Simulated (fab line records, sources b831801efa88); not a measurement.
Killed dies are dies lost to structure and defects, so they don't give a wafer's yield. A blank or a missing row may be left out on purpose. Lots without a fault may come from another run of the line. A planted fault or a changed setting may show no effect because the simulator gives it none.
Chamber matching | flow gf180mcu | GF_V4_CVD_02 on pecvd-01: 3 sister chambers
The step deposits SiO2 from TEOS, target thk 850 nm, time 94.851 s. 14 wafers are shown with their chamber, then 7 later ones without.

WAFERS WITH THEIR CHAMBER
wafer  | chamber | heater_power_w (W) | heater_power_outer_w (W)
L708.3 | 1       | 625                | 342
L708.5 | 0       | 602                | 376
L708.6 | 1       | 670                | 370
L709.3 | 2       | 839                | 510
L709.5 | 0       | 635                | 389
L709.6 | 2       | 901                | 518
L710.2 | 2       | 812                | 478
L710.4 | 2       | 873                | 500
L710.6 | 1       | 663                | 383
L715.1 | 0       | 612                | 390
L715.2 | 2       | 807                | 475
L715.6 | 1       | 658                | 386
L719.1 | 0       | 516                | 325
L719.3 | 1       | 640                | 364

SIGNATURES (means of the wafers above)
reading              | chamber 0 | chamber 1 | chamber 2 | scatter within a chamber
heater_power_w       | 591.25    | 651.20    | 846.40    | 38.1
heater_power_outer_w | 370.00    | 369.00    | 496.20    | 22.4
Rule: a wafer's distance from a chamber is the root of the sum, over the readings, of the square of ((its reading less the chamber's mean) divided by the reading's scatter). The wafer belongs to the nearest chamber; if the next one is less than 2 further off, it can't be placed. The scatter: the root of (the sum of the squares of (reading less its chamber's mean) over the shown wafers, divided by (wafers less chambers)).

WAFERS WITHOUT THEIR CHAMBER
wafer  | heater_power_w (W) | heater_power_outer_w (W)
L719.4 | 583                | 357
L724.2 | 827                | 462
L724.3 | 659                | 367
L724.5 | 676                | 387
L728.1 | 592                | 365
L728.4 | 605                | 390
L728.6 | 497                | 302

WHICH CHAMBER EACH WENT THROUGH
wafer  | from the rows above     | in truth
L719.4 | can't be placed: 0 or 1 | 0
L724.2 | 2                       | 2
L724.3 | can't be placed: 1 or 0 | 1
L724.5 | can't be placed: 1 or 0 | 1
L728.1 | can't be placed: 0 or 1 | 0
L728.4 | can't be placed: 0 or 1 | 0
L728.6 | can't be placed: 0 or 1 | 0
Placed correctly: 1 of 7. Can't be placed from these rows: 6 (the true chamber is among the candidates in 6). Placed wrongly: 0.
